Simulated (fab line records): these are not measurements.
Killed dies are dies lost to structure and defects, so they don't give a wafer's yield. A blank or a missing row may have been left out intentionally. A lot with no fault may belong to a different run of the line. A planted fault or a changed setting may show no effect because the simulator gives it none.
Comparing a struck lot with a sound one -- flow gf180mcu -- 15 steps out of a route of 602
Sound: these wafers, L811.3, L811.4, L811.5. Wafers struck: L819.1, L819.2, L819.4. Last of all comes the cause.
Order at every step that has rows: each side's tool, ch and its chambers, its first start. Under that, the readings that differ: sound wafers -- struck wafers -- difference of the means -- sigmas: that difference in standard deviations of wafers without a fault.
alike: readings whose means differ by less than 2 such deviations, and words and numbers that are the same on both sides. not compared: withheld readings, readings that some wafer has no value for, bounds like >300 that may hide the same value, and numbers for which the record gives no deviation and whose values overlap.
A row with sigmas, a row that says differs or no value, or rows on one side alone: a step with any of these is where the two part. Numbers that don't overlap but have no deviation are shown without sigmas and don't part them. A reading that every wafer of one side lacks parts them only if that side has two wafers or more.

GF_MIM_SPUTTER_03: material Ti, target thk 10 nm, time 6.7 s.
  sound on pvd-sputter-01, day 26 06:58; struck on pvd-sputter-02, day 28 16:38
  alike: throttle-valve-pct
GF_MIM_SPUTTER_04: material TiN, target thk 50 nm, time 41.7 s.
  sound on pvd-sputter-01, day 26 06:59; struck on pvd-sputter-02, day 28 16:40
  alike: throttle-valve-pct
GF_MIM_CVD_05: deposits Si3N4, target thk 42 nm, time 29.086 s.
  sound on pecvd-03 ch 0,1, day 26 07:01; struck on pecvd-04 ch 0,1,2, day 28 16:42
  alike: heater-power-w, rf-fwd-power-W
GF_MIM_THK_MEAS_06:
  sound on film-metro-03, day 26 07:04; struck on film-metro-03, day 28 16:44
  alike: MIM_CVD_05_THK
GF_MIM_SPUTTER_07: material TiN, target thk 60 nm, time 50 s.
  sound on pvd-sputter-04, day 26 07:07; struck on pvd-sputter-04, day 28 16:47
  alike: throttle-valve-pct
GF_MIM_SPUTTER_08: material AlCu, target thk 200 nm, time 10.6 s.
  sound on pvd-sputter-04, day 26 07:10; struck on pvd-sputter-04, day 28 16:50
  alike: throttle-valve-pct
then, 1 step without rows for these wafers: GF_MIM_SPUTTER_09 (material TiN, target thk 35 nm, time 30.05 s).
GF_MIM_RS_MEAS_10: the measuring method here is four-point-probe.
  sound on film-metro-03, day 26 07:15; struck on film-metro-01, day 28 16:53
  alike: MIM_ALCU_RS
GF_MIM_THK_MEAS_11: measures by xrf.
  sound on film-metro-03, day 26 07:21; struck on film-metro-01, day 28 17:01
  alike: MIM_ALCU_THK
then, 3 steps without rows for these wafers: GF_MIM_DEHYDRATE_12 (time 60 s); GF_MIM_HMDS_13 (prime time 60 s); GF_MIM_COAT_14 (resist thk 1000 nm).
GF_MIM_SOFTBAKE_15: time 60 s.
  sound on litho-track-01 ch 0, day 26 17:04; struck on litho-track-01 ch 0, day 29 02:31
reading,sound,struck,difference,sigmas
run-length-s (s),89.23 89.19 89.20,94.37 94.32 94.46,+5.18,+26
then, 1 step without rows for these wafers: GF_MIM_EXPOSE_16 (exposes mask FuseTop, target cd 2000 nm).
-- the record jumps here: 4 days lie between the struck wafers' starts before and after (it left off in module MIM and takes up again in module PASSIVATION, whose first step shown is number 602 of the route) --
GF_PASSIVATION_PROBE_99:
  the record has rows for the struck wafers here (prober-01, day 32 16:57) and none for the sound ones

WHERE THEY PART
Earliest at GF_MIM_SOFTBAKE_15; latest, in this record, at GF_PASSIVATION_PROBE_99.

WHY: what had been put in by the simulator
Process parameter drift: litho-track-01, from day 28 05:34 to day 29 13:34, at GF_MIM_SOFTBAKE_15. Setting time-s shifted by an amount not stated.
